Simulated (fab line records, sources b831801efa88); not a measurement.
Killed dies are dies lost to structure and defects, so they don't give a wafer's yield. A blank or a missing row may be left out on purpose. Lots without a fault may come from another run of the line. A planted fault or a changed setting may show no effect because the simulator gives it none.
Chamber matching | flow gf180mcu | GF_CONTACT_CVD_00 on hdpcvd-02: 3 sister chambers
The step deposits SiO2, target thk 300 nm, time 50 s. 14 wafers are shown with their chamber, then 6 later ones without.

WAFERS WITH THEIR CHAMBER
wafer  | chamber | sih4_flow_sccm (sccm)
L320.1 | 2       | 60.05
L320.2 | 1       | 59.70
L320.6 | 0       | 60.01
L322.1 | 0       | 60.16
L322.2 | 1       | 59.80
L322.3 | 2       | 59.82
L327.3 | 1       | 60.11
L327.6 | 0       | 59.94
L337.2 | 0       | 59.97
L337.3 | 2       | 60.09
L337.5 | 1       | 59.97
L338.2 | 0       | 60.16
L338.3 | 1       | 59.81
L338.4 | 2       | 60.13

SIGNATURES (means of the wafers above)
reading        | chamber 0 | chamber 1 | chamber 2 | scatter within a chamber
sih4_flow_sccm | 60.0480   | 59.8780   | 60.0225   | 0.137
Rule: a wafer's distance from a chamber is the root of the sum, over the readings, of the square of ((its reading less the chamber's mean) divided by the reading's scatter). The wafer belongs to the nearest chamber; if the next one is less than 2 further off, it can't be placed. The scatter: the root of (the sum of the squares of (reading less its chamber's mean) over the shown wafers, divided by (wafers less chambers)).

WAFERS WITHOUT THEIR CHAMBER
wafer  | sih4_flow_sccm (sccm)
L339.2 | 59.98
L339.4 | 59.97
L339.6 | 59.72
L341.1 | 59.75
L341.2 | 59.91
L341.4 | 60.13

WHICH CHAMBER EACH WENT THROUGH
wafer  | from the rows above          | in truth
L339.2 | can't be placed: 2 or 0 or 1 | 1
L339.4 | can't be placed: 2 or 0 or 1 | 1
L339.6 | can't be placed: 1 or 2 or 0 | 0
L341.1 | can't be placed: 1 or 2 or 0 | 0
L341.2 | can't be placed: 1 or 2 or 0 | 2
L341.4 | can't be placed: 0 or 2 or 1 | 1
Placed correctly: 0 of 6. Can't be placed from these rows: 6 (the true chamber is among the candidates in 6). Placed wrongly: 0.
